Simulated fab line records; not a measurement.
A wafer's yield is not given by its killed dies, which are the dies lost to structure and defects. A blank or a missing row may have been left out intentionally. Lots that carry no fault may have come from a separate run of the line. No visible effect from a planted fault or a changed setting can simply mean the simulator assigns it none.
A struck lot beside a sound one :: flow sfqLine :: 42 steps out of a route of 325
Sound: wafers L986.1, L986.5, L986.6. Struck: wafer L101.2 (L101.3, L101.6, from the same lot, were not struck and are left out); the cause is given at the end.
At each step with rows: each side's tool, then ch and its chambers, then its first start. Under that, the readings that differ: sound wafers :: struck wafers :: difference of the means :: sigmas: that difference in standard deviations of wafers without a fault.
alike: readings with means less than 2 such deviations apart, plus words and numbers identical on both sides. not compared: withheld readings, readings lacking a value on some wafer, bounds such as >300 that could conceal the same value, and numbers that have no deviation in the record and whose values overlap.
A row with sigmas, a row that says differs or no value, or rows on one side alone: a step with any of these is where the two part. Non-overlapping numbers with no deviation appear without sigmas and do not part them. A reading that every wafer of one side lacks parts them only if that side has two wafers or more.

first, 6 steps without rows for these wafers: SFQ_TRILAYER_I0_VIA_LITHO_COAT_036 (resist thk 62 nm); SFQ_TRILAYER_I0_VIA_LITHO_COAT_031 (resist thk 650 nm); SFQ_TRILAYER_I0_VIA_LITHO_SOFTBAKE_035; SFQ_TRILAYER_I0_VIA_LITHO_EXPOSE_032 (exposes mask I0, target cd 500 nm); SFQ_TRILAYER_I0_VIA_LITHO_PEB_034 (peb time 60 s); SFQ_TRILAYER_I0_VIA_LITHO_DEVELOP_033 (time 60 s).
SFQ_I0_OVL_MEAS_908:
  struck on overlay-02, day 17 11:17; sound on overlay-02, day 13 11:25
  alike: I0_OVL
SFQ_TRILAYER_I0_VIA_BARC_OPEN_VIA_ETCH_046: etches BARC in O2, target depth 125 nm, time 41.7 s.
  sound on rieDiel-04 ch 2,3, day 13 11:27; struck on rieDiel-01 ch 3, day 17 11:19
reading: drypumpMotorCurrentA (A)
sound: 6.0 6.0 6.2
struck: 5.2
difference: -0.9
sigmas: -2
  alike: oesProductAu
  not compared: rfHoursCounterH
SFQ_TRILAYER_I0_VIA_ETCH_VIA_ETCH_034: etches SiO2 in CHF3, stops on Nb, target depth 260 nm.
  sound on rieDiel-04 ch 2,3, day 13 11:29; struck on rieDiel-01 ch 3, day 17 11:22
reading: drypumpMotorCurrentA (A)
sound: 5.9 5.9 6.2
struck: 5.1
difference: -0.9
sigmas: -2
  alike: oesProductAu
SFQ_TRILAYER_I0_VIA_STRIP_STRIP_035: strips in O2.
  sound on rieMetal-02 ch 0,1, day 13 11:36; struck on rieMetal-04 ch 0, day 17 11:29
  alike: drypumpMotorCurrentA, oesProductAu
  not compared: rfHoursCounterH
then, 2 steps without rows for these wafers: SFQ_TRILAYER_I0_VIA_STRIP_SOLV_CLEAN_036 (cleans in NMP, time 600 s); SFQ_TRILAYER_M1_DEP_PRE_CLEAN_038 (time 22.5 s).
SFQ_TRILAYER_M1_DEP_SPUTTER_037: material Nb, target thk 200 nm, time 133.3 s.
  struck on pvdSputter-04, day 17 12:17; sound on pvdSputter-03, day 13 12:25
reading: model.Nb_of_TRILAYER_M1_DEP_SPUTTER_037.thkNm (nm)
sound: 196.6 193.6 196.7
struck: 115.3
difference: -80.3
sigmas: 
  alike: chamberPressurePa, throttleValvePct
SFQ_M1_RS_MEAS_909: uses a four-point probe to measure.
  struck on filmMetro-02, day 17 12:23; sound on filmMetro-01, day 13 12:31
reading: M1_NB_RS (ohm/sq)
sound: 0.904 0.919 0.905
struck: 1.554
difference: +0.645
sigmas: +64
then, 6 steps without rows for these wafers: SFQ_TRILAYER_M1_LITHO_COAT_044 (resist thk 62 nm); SFQ_TRILAYER_M1_LITHO_COAT_039 (resist thk 600 nm); SFQ_TRILAYER_M1_LITHO_SOFTBAKE_043; SFQ_TRILAYER_M1_LITHO_EXPOSE_040 (exposes mask M1, target cd 500 nm); SFQ_TRILAYER_M1_LITHO_PEB_042 (peb time 60 s); SFQ_TRILAYER_M1_LITHO_DEVELOP_041 (time 60 s).
-- the record jumps here: 5 days lie between the struck wafers' starts before and after --
SFQ_M1_OVL_MEAS_911:
  struck on overlay-01, day 22 09:45; sound on overlay-02, day 18 04:05
  alike: M1_OVL
then, 1 step without rows for these wafers: SFQ_TRILAYER_M1_BARC_OPEN_METAL_ETCH_054 (etches BARC in O2, target depth 125 nm, time 41.7 s).
SFQ_TRILAYER_M1_ETCH_METAL_ETCH_042: etches Nb in Cl2/Ar, stops on SiO2, target depth 240 nm, time 120 s.
  sound on rieMetal-03 ch 0,1, day 18 04:11; struck on rieMetal-03 ch 0, day 22 09:50
reading: oesProductAu (a.u.)
sound: 0.885 0.879 0.887
struck: 0.676
difference: -0.208
sigmas: -28
  alike: drypumpMotorCurrentA
  not compared: rfHoursCounterH
SFQ_TRILAYER_M1_STRIP_STRIP_043: strips in O2.
  sound on rieMetal-03 ch 0,1, day 18 04:19; struck on rieMetal-03 ch 0, day 22 09:58
  alike: drypumpMotorCurrentA, oesProductAu
  not compared: rfHoursCounterH
then, 2 steps without rows for these wafers: SFQ_TRILAYER_M1_STRIP_SOLV_CLEAN_044 (cleans in NMP, time 600 s); SFQ_TRILAYER_I1_DEP_PECVD_045 (deposits SiO2 from SiH4/N2O, time 111.11 s, target thk 500 nm).
SFQ_TRILAYER_I1_CMP_CMP_046: polishes SiO2.
  sound on cmp-02 ch 0,1, day 18 05:46; struck on cmp-02 ch 2, day 22 11:49
reading: timeToEndpointS (s)
sound: 225 222 227
struck: 204
difference: -21
sigmas: -3
  alike: motorCurrentA
SFQ_I1_BOW_MEAS_912:
  struck on filmMetro-01, day 22 13:50; sound on filmMetro-01, day 18 08:46
  alike: I1_BOW
then, 7 steps without rows for these wafers: SFQ_TRILAYER_I1_METRO_MEASURE_047; SFQ_TRILAYER_I1_VIA_LITHO_COAT_054 (resist thk 62 nm); SFQ_TRILAYER_I1_VIA_LITHO_COAT_049 (resist thk 650 nm); SFQ_TRILAYER_I1_VIA_LITHO_SOFTBAKE_053; SFQ_TRILAYER_I1_VIA_LITHO_EXPOSE_050 (exposes mask I1, target cd 500 nm); SFQ_TRILAYER_I1_VIA_LITHO_PEB_052 (peb time 60 s); SFQ_TRILAYER_I1_VIA_LITHO_DEVELOP_051 (time 60 s).
-- the record jumps here: 6 days lie between the struck wafers' starts before and after --
SFQ_I1_OVL_MEAS_913:
  struck on overlay-02, day 28 09:16; sound on overlay-01, day 23 13:08
  alike: I1_OVL
then, 5 steps without rows for these wafers: SFQ_TRILAYER_I1_VIA_BARC_OPEN_VIA_ETCH_071 (etches BARC in O2, target depth 125 nm, time 41.7 s); SFQ_TRILAYER_I1_VIA_ETCH_VIA_ETCH_052 (etches SiO2 in CHF3, stops on Nb, target depth 260 nm); SFQ_TRILAYER_I1_VIA_STRIP_STRIP_053 (strips in O2); SFQ_TRILAYER_I1_VIA_STRIP_SOLV_CLEAN_054 (cleans in NMP, time 600 s); SFQ_TRILAYER_M2_DEP_PRE_CLEAN_056 (time 22.5 s).
-- the record jumps here: 58 days lie between the struck wafers' starts before and after --
SFQ_M8_BOW_MEAS_951:
  struck on filmMetro-03, day 86 00:21; sound on filmMetro-03, day 75 06:47
reading: M8_BOW (um)
sound: -6 -17 -21
struck: 15
difference: +30
sigmas: +2

reading: model.etest.m1.ohmUm
sound: 1.807 1.838 1.8
struck: 3.099
difference: +1.284
sigmas: 

reading: model.etest.i0.linkOhm
sound: 1.972 1.98 1.959
struck: 2.755
difference: +0.785
sigmas: 

reading: model.etest.m1.ohmSq
sound: 0.9039 0.9176 0.903
struck: 1.541
difference: +0.633
sigmas: 

reading: model.etest.i1.linkOhm
sound: 1.999 2.013 1.987
struck: 2.617
difference: +0.617
sigmas: 

WHERE THEY PART
First at SFQ_TRILAYER_I0_VIA_BARC_OPEN_VIA_ETCH_046; last, within this record, at SFQ_M8_BOW_MEAS_951.

WHY: what the simulator had put in
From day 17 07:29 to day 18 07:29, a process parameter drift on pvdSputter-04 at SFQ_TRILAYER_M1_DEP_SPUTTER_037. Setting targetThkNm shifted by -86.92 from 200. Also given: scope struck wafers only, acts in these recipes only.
